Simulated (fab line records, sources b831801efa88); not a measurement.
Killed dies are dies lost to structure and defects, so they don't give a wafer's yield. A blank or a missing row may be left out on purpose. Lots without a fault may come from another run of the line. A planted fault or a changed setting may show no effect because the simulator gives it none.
Split-lot experiment | flow gf180mcu | 5 lots, 23 wafers read, on a route of 602 steps

THE SPLIT
At GF_M4_SPUTTER_04 (material TiN, target thk 50 nm, time 41.7 s), the setting power_w was moved away from the recipe's 6500 W on 9 of the 23 wafers read, by -8.4% to +5.7%. The other wafers ran this setting at the recipe's value.

The reading is taken at the split's own step.

THE READING
TiN_of_M4_SPUTTER_04.thk_nm (the simulator's own value, which no gauge read), in nm, at GF_M4_SPUTTER_04 (material TiN, target thk 50 nm, time 41.7 s). The file gives no usual value for it. The 14 wafers here that ran the recipe average 49.85 nm, standard deviation 0.56 nm.

wafer  | tool, chamber at the split | power_w as run, W | against the recipe | TiN_of_M4_SPUTTER_04.thk_nm, nm | against lot-mates on the recipe
L074.1 | pvd_sputter-02, -          | 6277              | -3.4%              | 48.19                           | -1.36
L074.2 | pvd_sputter-02, -          | 6500              | recipe             | 49.73                           | -
L074.3 | pvd_sputter-02, -          | 6277              | -3.4%              | 48.77                           | -0.77
L074.4 | pvd_sputter-02, -          | 6277              | -3.4%              | 47.69                           | -1.86
L074.5 | pvd_sputter-02, -          | 6500              | recipe             | 49.36                           | -
L081.1 | pvd_sputter-02, -          | 6500              | recipe             | 48.94                           | -
L081.2 | pvd_sputter-02, -          | 5956              | -8.4%              | 44.66                           | -4.31
L081.3 | pvd_sputter-02, -          | 5956              | -8.4%              | 44.46                           | -4.51
L081.5 | pvd_sputter-02, -          | 5956              | -8.4%              | 44.81                           | -4.16
L081.6 | pvd_sputter-02, -          | 6500              | recipe             | 49.01                           | -
L082.1 | pvd_sputter-03, -          | 6872              | +5.7%              | 52.95                           | +2.78
L082.2 | pvd_sputter-03, -          | 6872              | +5.7%              | 53.13                           | +2.96
L082.4 | pvd_sputter-03, -          | 6500              | recipe             | 50.51                           | -
L082.5 | pvd_sputter-03, -          | 6500              | recipe             | 49.83                           | -
L082.6 | pvd_sputter-03, -          | 6872              | +5.7%              | 52.91                           | +2.74
L084.2 | pvd_sputter-02, -          | 6500              | recipe             | 50.04                           | -
L084.4 | pvd_sputter-02, -          | 6500              | recipe             | 49.35                           | -
L084.6 | pvd_sputter-02, -          | 6500              | recipe             | 49.45                           | -
L085.1 | pvd_sputter-02, -          | 6500              | recipe             | 50.04                           | -
L085.2 | pvd_sputter-02, -          | 6500              | recipe             | 49.87                           | -
L085.3 | pvd_sputter-02, -          | 6500              | recipe             | 50.49                           | -
L085.4 | pvd_sputter-02, -          | 6500              | recipe             | 50.57                           | -
L085.6 | pvd_sputter-02, -          | 6500              | recipe             | 50.7                            | -

THE FIT
A straight line over all 23 wafers: TiN_of_M4_SPUTTER_04.thk_nm changes by +0.585 nm for each +1% of power_w; r = +0.98; the points scatter about the line by 0.53 nm.
The same after taking each lot's own level away (the mean of its wafers on the recipe; 23 wafers): +0.499 nm for each +1%; r = +0.99; scatter 0.33 nm.
On that fit, the largest move of power_w shifts the reading by 4.2 nm.
The lots' own levels span 48.975 to 50.334 nm, that is 2.4 times the standard deviation above.
So the lot-to-lot level changes the slope: the two fits differ.
Check: with one of the wafers moved furthest among these (-8.4%) left out of the fit, the line predicts -4.1 nm for it against its lot-mates. It came out at -4.31 nm against them.

OTHER SPLITS ON THESE WAFERS
These wafers also went through other splits before the reading. Each is held against what the fit with the lots' levels taken away leaves over:
other split on the same wafers  | wafers away from the commonest value | r with TiN_of_M4_SPUTTER_04.thk_nm (lot level and that fit taken away)
GF_M1_PEB_12 peb_temp_c         | 8                                    | -0.14
GF_M1_STRIP_17 power_w          | 5                                    | -0.11
GF_V1_CMP_04 leave_above_ref_nm | 8                                    | +0.21
GF_V1_COAT_09 resist_thk_nm     | 10                                   | -0.12
GF_M2_EXPOSE_11 dose_mj         | 9                                    | +0.43
GF_V3_CVD_23 temp_c             | 4                                    | -0.09

THE FILE'S OWN FIT
TiN_of_M4_SPUTTER_04.thk_nm changes by +0.497 nm for each +1% of power_w, r = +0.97.
